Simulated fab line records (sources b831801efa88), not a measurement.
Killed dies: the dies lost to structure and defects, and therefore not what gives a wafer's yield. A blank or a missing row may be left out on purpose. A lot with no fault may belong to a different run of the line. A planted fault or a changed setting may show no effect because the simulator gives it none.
Matching of chambers :: flow sfq_line :: SFQ_TRILAYER_I3_VIA_BARC_OPEN_VIA_ETCH_121 on rie_diel-01 has 4 sister chambers
The step etches BARC in O2, target depth 125 nm, time 41.7 s. 8 wafers are shown with their chamber, then 8 later ones without.

EACH WAFER AND ITS CHAMBER
wafer: L887.2
chamber: 1
drypump_motor_current_A (A): 6.1
rf_fwd_power_W (W): 494.4

wafer: L887.6
chamber: 2
drypump_motor_current_A (A): 5.6
rf_fwd_power_W (W): 490.7

wafer: L891.1
chamber: 2
drypump_motor_current_A (A): 5.6
rf_fwd_power_W (W): 488.5

wafer: L891.2
chamber: 0
drypump_motor_current_A (A): 6.6
rf_fwd_power_W (W): 498.2

wafer: L893.1
chamber: 3
drypump_motor_current_A (A): 6.0
rf_fwd_power_W (W): 496.7

wafer: L893.5
chamber: 0
drypump_motor_current_A (A): 6.6
rf_fwd_power_W (W): 495.1

wafer: L893.6
chamber: 3
drypump_motor_current_A (A): 6.0
rf_fwd_power_W (W): 495.9

wafer: L896.3
chamber: 1
drypump_motor_current_A (A): 6.2
rf_fwd_power_W (W): 494.9

WAFERS MISSING THEIR CHAMBER
wafer: L896.4
drypump_motor_current_A (A): 6.6
rf_fwd_power_W (W): 494.9

wafer: L896.5
drypump_motor_current_A (A): 6.0
rf_fwd_power_W (W): 496.8

wafer: L901.2
drypump_motor_current_A (A): 5.7
rf_fwd_power_W (W): 489.2

wafer: L901.5
drypump_motor_current_A (A): 5.6
rf_fwd_power_W (W): 489.9

wafer: L901.6
drypump_motor_current_A (A): 6.2
rf_fwd_power_W (W): 495.0

wafer: L903.1
drypump_motor_current_A (A): 6.6
rf_fwd_power_W (W): 495.9

wafer: L903.2
drypump_motor_current_A (A): 6.0
rf_fwd_power_W (W): 495.3

wafer: L903.3
drypump_motor_current_A (A): 5.6
rf_fwd_power_W (W): 490.1

THE CHAMBER EACH PASSED THROUGH
wafer: L896.4
from the rows above: 0
in truth: 0

wafer: L896.5
from the rows above: 3
in truth: 3

wafer: L901.2
from the rows above: 2
in truth: 2

wafer: L901.5
from the rows above: 2
in truth: 2

wafer: L901.6
from the rows above: 1
in truth: 1

wafer: L903.1
from the rows above: 0
in truth: 0

wafer: L903.2
from the rows above: 3
in truth: 3

wafer: L903.3
from the rows above: 2
in truth: 2
Placed correctly: 8 of 8. Not placeable from these rows: 0. Placed wrongly: 0.
How it was worked out, from the rows above alone: a wafer's distance from a chamber is the root of the sum, over the readings, of the square of ((its reading less the chamber's mean) divided by the reading's scatter). The wafer belongs to the nearest chamber; if the next one is less than 2 further off, it can't be placed. For every chamber, the mean is computed from those of its wafers that are shown. The scatter is the square root of a quotient: the sum, over the shown wafers, of each reading's squared deviation from its chamber's mean, divided by wafers minus chambers.
